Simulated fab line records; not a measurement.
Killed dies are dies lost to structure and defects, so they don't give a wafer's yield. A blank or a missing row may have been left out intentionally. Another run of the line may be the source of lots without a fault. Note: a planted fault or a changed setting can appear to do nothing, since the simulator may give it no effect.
Which tool was responsible? :: flow sky130 :: 7 lots, 21 wafers sampled, at 1 step of a route of 708

WHAT THE GAUGES READ, wafer by wafer
SKY_CONTACT_RS_MEAS_25: measurement is done with a four-point probe.
lot: L551
measured: day 32 04:32
on: film metro-03
CONTACT_W_RS (ohm/sq): 0.340 0.345 0.333

lot: L552
measured: day 32 11:11
on: film metro-01
CONTACT_W_RS (ohm/sq): 0.336 0.342 0.337

lot: L559
measured: day 34 18:51
on: film metro-01
CONTACT_W_RS (ohm/sq): 0.343 0.342 0.344

lot: L567
measured: day 37 14:12
on: film metro-01
CONTACT_W_RS (ohm/sq): 0.341 0.341 0.339

lot: L569
measured: day 38 06:59
on: film metro-03
CONTACT_W_RS (ohm/sq): 0.345 0.345 0.342

lot: L571
measured: day 38 12:59
on: film metro-04
CONTACT_W_RS (ohm/sq): 0.339 0.346 0.337

lot: L572
measured: day 38 18:41
on: film metro-01
CONTACT_W_RS (ohm/sq): 0.337 0.336 0.337

EACH LOT AND THE TOOL THAT RAN IT (in order: tool; ch and the chambers of the sampled wafers; start)
No process step before these readings appears in the record.

THE ANSWER, worked out from the rows above alone
Rule: what is usual is taken from the lots themselves. The widest of any qualifying gaps counts: lots, ordered by their means at a reading, are off when they make up no more than a third of the lots, leave a main group of 4 or more, and stand apart from it by 3 or more times the standard deviation of that group's means. The tables above print the reading to a certain number of digits; a main group whose means all agree to those digits is not used. Also off: a lot with no number at a reading for which 4 or more lots have one. All remaining lots with rows at the step are treated as sound.
No lot is off at any reading shown: from this, nothing can be told.

WHAT THE SIMULATOR HAD PUT IN
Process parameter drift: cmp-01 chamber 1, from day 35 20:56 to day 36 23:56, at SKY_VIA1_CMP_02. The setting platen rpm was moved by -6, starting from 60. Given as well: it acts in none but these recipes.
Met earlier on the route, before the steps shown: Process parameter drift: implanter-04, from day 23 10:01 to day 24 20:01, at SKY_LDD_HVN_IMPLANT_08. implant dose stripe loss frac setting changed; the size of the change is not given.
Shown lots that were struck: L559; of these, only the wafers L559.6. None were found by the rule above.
